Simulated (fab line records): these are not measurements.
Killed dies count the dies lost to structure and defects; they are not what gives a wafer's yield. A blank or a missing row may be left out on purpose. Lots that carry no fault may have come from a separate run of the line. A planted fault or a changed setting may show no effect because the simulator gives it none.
Matching of chambers    flow gf180mcu    cmp-02 running GF_V2_CMP_04: 4 sister chambers
The step polishes SiO2. 8 wafers are shown with their chamber, then 12 later ones without.

## WAFERS PAIRED WITH THEIR CHAMBERS
wafer   chamber  motor-current-A (A)  time-to-endpoint-s (s)
L085.5  3        12.4                 83
L086.2  2        12.6                 73
L086.5  1        9.8                  85
L087.1  2        12.1                 74
L087.3  1        9.8                  77
L090.1  3        11.7                 78
L090.2  0        12.7                 83
L090.6  0        12.9                 87

## WAFERS MISSING THEIR CHAMBER
wafer   motor-current-A (A)  time-to-endpoint-s (s)
L093.1  9.6                  64
L093.2  12.4                 68
L093.5  13.4                 80
L093.3  13.1                 76
L093.4  11.9                 77
L093.6  12.2                 66
L095.2  12.0                 79
L095.3  10.1                 75
L095.5  12.1                 81
L097.1  13.6                 81
L097.2  11.7                 86
L097.6  12.9                 87

## WHICH CHAMBER EACH WENT THROUGH
wafer    from the rows above            in truth
L093.1   1                              1
L093.2   2                              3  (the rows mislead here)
L093.5   can't be placed: 0 or 2 or 3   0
L093.3   can't be placed: 2 or 0 or 3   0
L093.4   can't be placed: 3 or 2        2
L093.6   can't be placed: 2 or 3        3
L095.2   can't be placed: 3 or 2        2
L095.3   1                              1
L095.5   can't be placed: 3 or 2        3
L097.1   can't be placed: 0 or 2        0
L097.2   can't be placed: 3 or 0        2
L097.6   0                              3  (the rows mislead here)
Correct placement for 2 of the 12. These rows do not allow placing 8 (true chamber among the candidates in 7). Wrongly placed: 2.
How it was worked out, from the rows above alone: a wafer's distance from a chamber is the root of the sum, over the readings, of the square of ((its reading less the chamber's mean) divided by the reading's scatter). The wafer belongs to the nearest chamber; if the next one is less than 2 further off, it can't be placed. For every chamber, the mean is computed from those of its wafers that are shown. The scatter: take each reading less its chamber's mean, square it, sum over the shown wafers, divide by the number of wafers less the number of chambers, and take the root.
